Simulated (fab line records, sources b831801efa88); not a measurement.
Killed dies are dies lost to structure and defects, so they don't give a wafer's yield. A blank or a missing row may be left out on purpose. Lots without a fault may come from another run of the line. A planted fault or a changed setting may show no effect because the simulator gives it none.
Split-lot experiment | flow gf180mcu | 5 lots, 23 wafers read, on a route of 602 steps

THE SPLIT
At GF_V4_COAT_09 (resist thk 1000 nm), the setting resist_thk_nm was moved away from the recipe's 1000 nm on 6 of the 23 wafers read, by -2.1% to +3.3%. The other wafers ran this setting at the recipe's value.

The reading is taken at the split's own step.

THE READING
KrF_of_V4_COAT_09.thk_nm (the simulator's own value, which no gauge read), in nm, at GF_V4_COAT_09 (resist thk 1000 nm). The file gives no usual value for it. The 17 wafers here that ran the recipe average 1002.4 nm, standard deviation 1.3 nm.

wafer  | tool, chamber at the split | resist_thk_nm as run, nm | against the recipe | KrF_of_V4_COAT_09.thk_nm, nm | against lot-mates on the recipe
L074.1 | litho_track-03, 0          | 1000                     | recipe             | 1002                         | -
L074.3 | litho_track-03, 0          | 1000                     | recipe             | 1002                         | -
L074.2 | litho_track-03, 0          | 978.9                    | -2.1%              | 981                          | -21.0
L074.4 | litho_track-03, 0          | 978.9                    | -2.1%              | 981.1                        | -20.9
L074.5 | litho_track-03, 0          | 978.9                    | -2.1%              | 982.3                        | -19.7
L076.1 | litho_track-04, 0          | 1000                     | recipe             | 1003                         | -
L076.3 | litho_track-04, 0          | 1000                     | recipe             | 1003                         | -
L076.4 | litho_track-04, 0          | 1000                     | recipe             | 1005                         | -
L076.5 | litho_track-04, 0          | 1000                     | recipe             | 1002                         | -
L076.6 | litho_track-04, 0          | 1000                     | recipe             | 1001                         | -
L079.1 | litho_track-03, 0          | 1000                     | recipe             | 1003                         | -
L079.4 | litho_track-03, 0          | 1000                     | recipe             | 1002                         | -
L079.5 | litho_track-03, 0          | 1000                     | recipe             | 1004                         | -
L080.1 | litho_track-03, 0          | 1000                     | recipe             | 1004                         | -
L080.2 | litho_track-03, 0          | 1000                     | recipe             | 1001                         | -
L080.3 | litho_track-03, 0          | 1033                     | +3.3%              | 1037                         | +34.5
L080.5 | litho_track-03, 0          | 1033                     | +3.3%              | 1040                         | +37.5
L080.6 | litho_track-03, 0          | 1033                     | +3.3%              | 1035                         | +32.5
L083.2 | litho_track-01, 0          | 1000                     | recipe             | 1002                         | -
L083.3 | litho_track-01, 0          | 1000                     | recipe             | 1000                         | -
L083.4 | litho_track-01, 0          | 1000                     | recipe             | 1001                         | -
L083.6 | litho_track-01, 0          | 1000                     | recipe             | 1001                         | -
L083.5 | litho_track-01, 0          | 1000                     | recipe             | 1004                         | -

THE FIT
A straight line over all 23 wafers: KrF_of_V4_COAT_09.thk_nm changes by +10.4 nm for each +1% of resist_thk_nm; r = +1.00; the points scatter about the line by 1.5 nm.
The same after taking each lot's own level away (the mean of its wafers on the recipe; 23 wafers): +10.3 nm for each +1%; r = +1.00; scatter 1.4 nm.
On that fit, the largest move of resist_thk_nm shifts the reading by 34 nm.
The lots' own levels span 1001.60 to 1003.00 nm, that is 1.1 times the standard deviation above.
So the lot-to-lot level changes the slope little: the two slopes agree.
Check: with one of the wafers moved furthest among these (+3.3%) left out of the fit, the line predicts +34.2 nm for it against its lot-mates. It came out at +34.5 nm against them.

OTHER SPLITS ON THESE WAFERS
These wafers also went through other splits before the reading. Each is held against what the fit with the lots' levels taken away leaves over:
other split on the same wafers | wafers away from the commonest value | r with KrF_of_V4_COAT_09.thk_nm (lot level and that fit taken away)
GF_M4_PEB_12 peb_temp_c        | 11                                   | -0.10
GF_V4_CVD_00 sih4_flow_sccm    | 11                                   | -0.08

THE FILE'S OWN FIT
KrF_of_V4_COAT_09.thk_nm changes by +10.4 nm for each +1% of resist_thk_nm, r = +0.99.
